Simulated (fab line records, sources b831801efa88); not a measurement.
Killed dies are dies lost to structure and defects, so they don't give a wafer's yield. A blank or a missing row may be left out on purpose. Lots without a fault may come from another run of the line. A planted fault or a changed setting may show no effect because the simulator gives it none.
Problem report in the 8D (eight disciplines) form, filled by code | flow gf180mcu | the parts of the form that need people (team, actions taken, sign-off) are left out

1. THE PROBLEM
PSD_TW at GF_PSD_TW_MEAS_11 reads a mean of 2997 on 6 wafers of 2 lots; wafers without a fault read 3181 with a standard deviation of 26. That is -7.1 standard deviations from the usual mean.
First seen on wafer L527.3, day 19 16:42, on film_metro-01. The record holds 36 wafers of 12 lots with a number at this step. Rule for "out", or "out of limits": more than 4 standard deviations from the usual mean. The other wafers with a number count as sound.

2. WHAT IT IS AND WHAT IT IS NOT
question                    | is                           | is not
which readings at this step | PSD_TW                       | -
which lots                  | L527, L528                   | L512, L513, L515, L518, L519, L520, L521, L524, L532, L533
which wafers of those lots  | all that have a number       | -
read on which gauges        | film_metro-01, film_metro-02 | film_metro-04
when                        | from day 19 16:42            | up to then (24 sound wafers); but 6 sound wafers of L532, L533 came after

3. SUSPECTS, AND WHAT RULES EACH OUT
Counting: a tool at a process step up to the reading stays a suspect if it ran every lot that is out and no sound lot after the first of them.
- the gauge at GF_PSD_TW_MEAS_11: ruled out. The wafers that are out were read on 2 gauges (film_metro-01, film_metro-02).
- implanter-01 at GF_PSD_IMPLANT_09: kept. It ran every lot that is out, first L527 (day 19 16:29), and no sound lot after that; its last sound lot up to then is L524 (day 18 14:32). Its own readings are out on those wafers: beam_energy_keV.
- plasma_asher-03 at GF_PSD_STRIP_10 (strips in O2/N2): ruled out as a lasting fault. Sound lots L532 ran on it after its first lot that is out, L527 (day 19 16:37).
Left after counting: implanter-01 at GF_PSD_IMPLANT_09.

4. THE CAUSE (what the simulator had put in)
Process parameter drift: implanter-01, from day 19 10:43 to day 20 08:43, at GF_PSD_IMPLANT_09. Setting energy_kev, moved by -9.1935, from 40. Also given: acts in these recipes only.
Counting left only this tool.

5. THE CHAIN OF EFFECTS, in route order
Each row: a reading whose mean over the struck wafers that have a number lies more than 3 standard deviations from the usual. Only readings for which the record gives a usual standard deviation are gone through. hours: the time from each lot's start at the first step in this table that gives one to its start at this step, as a median over the lots. sigmas: the change in usual standard deviations.
hours | step              | reading                  | usual         | on struck wafers | change | sigmas
0     | GF_PSD_IMPLANT_09 | beam_energy_keV          | 40.003        | 30.810           | -9.193 | -99 or more
0     | GF_PSD_STRIP_10   | oes_product_au           | 0.592 a.u.    | 0.613            | +0.021 | +4.7
0     | GF_PSD_STRIP_10   | strip_time_to_endpoint_s | 16.53 s       | 15.65            | -0.88  | -21
0     | GF_PSD_TW_MEAS_11 | PSD_TW                   | 3181          | 2997             | -184   | -7.1
1     | GF_PSD_RS_MEAS_15 | PSD_RS                   | 108.47 ohm/sq | 122.61           | +14.14 | +49
The process steps in it:
- GF_PSD_IMPLANT_09
- GF_PSD_STRIP_10: strips in O2/N2.
Later measuring or inspecting steps at which every struck wafer that the step has a row for has a number for every such reading, and none has moved that far: GF_SAB_OVL_MEAS_10.

6. WHAT WOULD HAVE CAUGHT IT SOONER
In this record the first reading out of limits at a measuring or inspecting step was taken at day 19 16:42, 6 hours after the fault began at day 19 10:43.
The tool's own readings at GF_PSD_IMPLANT_09 were out on every struck wafer that the step has a row for (beam_energy_keV): an alarm limit on them would have fired on the first of those.
Of the lots that are out (2), L528 began GF_PSD_IMPLANT_09 on implanter-01 after day 19 16:42. A hold on the tool at that time would have spared it.
